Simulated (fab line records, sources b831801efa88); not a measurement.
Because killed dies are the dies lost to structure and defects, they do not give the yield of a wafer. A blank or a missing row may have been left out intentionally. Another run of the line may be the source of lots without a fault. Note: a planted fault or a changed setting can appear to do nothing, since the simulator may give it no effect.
Chamber matching	flow sky130	SKY_VIA4_CMP_02 on cmp-02 has 4 sister chambers
The step polishes SiO2. 4 wafers are shown with their chamber, then 7 later ones without.

## EACH WAFER AND ITS CHAMBER
wafer	chamber	motor_current_A (A)
L198.5	3	12.4
L201.4	2	13.9
L212.3	0	10.3
L212.5	1	11.2

## WAFERS WITH NO CHAMBER GIVEN
wafer	motor_current_A (A)
L212.6	10.4
L215.1	10.0
L215.4	12.9
L215.5	10.9
L217.1	12.3
L217.5	11.5
L217.6	13.3

## EACH ONE'S CHAMBER
wafer	from the rows above	in truth
L212.6	can't be placed: 0 or 1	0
L215.1	0	0
L215.4	can't be placed: 3 or 2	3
L215.5	can't be placed: 1 or 0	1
L217.1	3	3
L217.5	can't be placed: 1 or 3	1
L217.6	can't be placed: 2 or 3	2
Correct placement for 2 of the 7. Unplaceable from these rows: 5, with the true chamber sitting among the candidates in 5. 0 placed wrongly.
How it was worked out, from the rows above alone: a wafer's distance from a chamber is the root of the sum, over the readings, of the square of ((its reading less the chamber's mean) divided by the reading's scatter). If the next closest chamber is less than 2 further off than the closest, the wafer can't be placed; otherwise it belongs to the closest. For every chamber, the mean is computed from those of its wafers that are shown. The scatter: with one shown wafer a chamber, the root of the mean of the squares of how far each hidden wafer lies from its nearest shown one.
